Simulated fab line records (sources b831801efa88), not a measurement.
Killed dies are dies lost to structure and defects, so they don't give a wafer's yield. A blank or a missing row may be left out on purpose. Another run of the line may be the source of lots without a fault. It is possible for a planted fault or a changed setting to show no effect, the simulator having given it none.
Which of the tools did it? || flow sky130 || 27 wafers sampled from 9 lots at 1 step of a route of 708

WHAT EACH GAUGE READ, for each wafer
SKY_CAPM_OVL_MEAS_12.
{"lot": "L586", "measured": "day 38 14:01", "on": "overlay-01", "CAPM_OVL (nm)": "-2.4 -2.0 -0.6"}
{"lot": "L588", "measured": "day 39 05:19", "on": "overlay-02", "CAPM_OVL (nm)": "-0.1 0.3 0.6"}
{"lot": "L590", "measured": "day 40 03:08", "on": "overlay-01", "CAPM_OVL (nm)": "-0.3 -0.5 0.5"}
{"lot": "L591", "measured": "day 40 14:58", "on": "overlay-01", "CAPM_OVL (nm)": "0.3 -0.7 0.5"}
{"lot": "L599", "measured": "day 42 22:28", "on": "overlay-02", "CAPM_OVL (nm)": "-0.6 0.3 0.4"}
{"lot": "L600", "measured": "day 43 00:15", "on": "overlay-02", "CAPM_OVL (nm)": "-1.1 -0.5 -0.8"}
{"lot": "L602", "measured": "day 44 03:05", "on": "overlay-01", "CAPM_OVL (nm)": "0.1 -0.7 -1.2"}
{"lot": "L605", "measured": "day 44 14:17", "on": "overlay-02", "CAPM_OVL (nm)": "-0.4 -0.6 -1.4"}
{"lot": "L603", "measured": "day 44 20:05", "on": "overlay-02", "CAPM_OVL (nm)": "0.0 -0.9 -2.0"}

WHICH TOOL RAN EACH LOT (tool, then ch and the chambers of the sampled wafers, then the start)
The record shows no process step preceding these readings.

THE ANSWER, worked out from the rows above alone
Rule: usual is defined by the lots themselves. The widest of any qualifying gaps counts: lots, ordered by their means at a reading, are off when they make up no more than a third of the lots, leave a main group of 4 or more, and stand apart from it by 3 or more times the standard deviation of that group's means. A main group is skipped when, at the precision printed for the reading in the tables above, its means are all equal. A lot without any number at a reading at which 4 lots or more have one is off too. Any other lot the step has rows for is counted as sound.
Across all readings shown, no lot is off: no conclusion can be drawn from this.

WHAT THE SIMULATOR PUT IN
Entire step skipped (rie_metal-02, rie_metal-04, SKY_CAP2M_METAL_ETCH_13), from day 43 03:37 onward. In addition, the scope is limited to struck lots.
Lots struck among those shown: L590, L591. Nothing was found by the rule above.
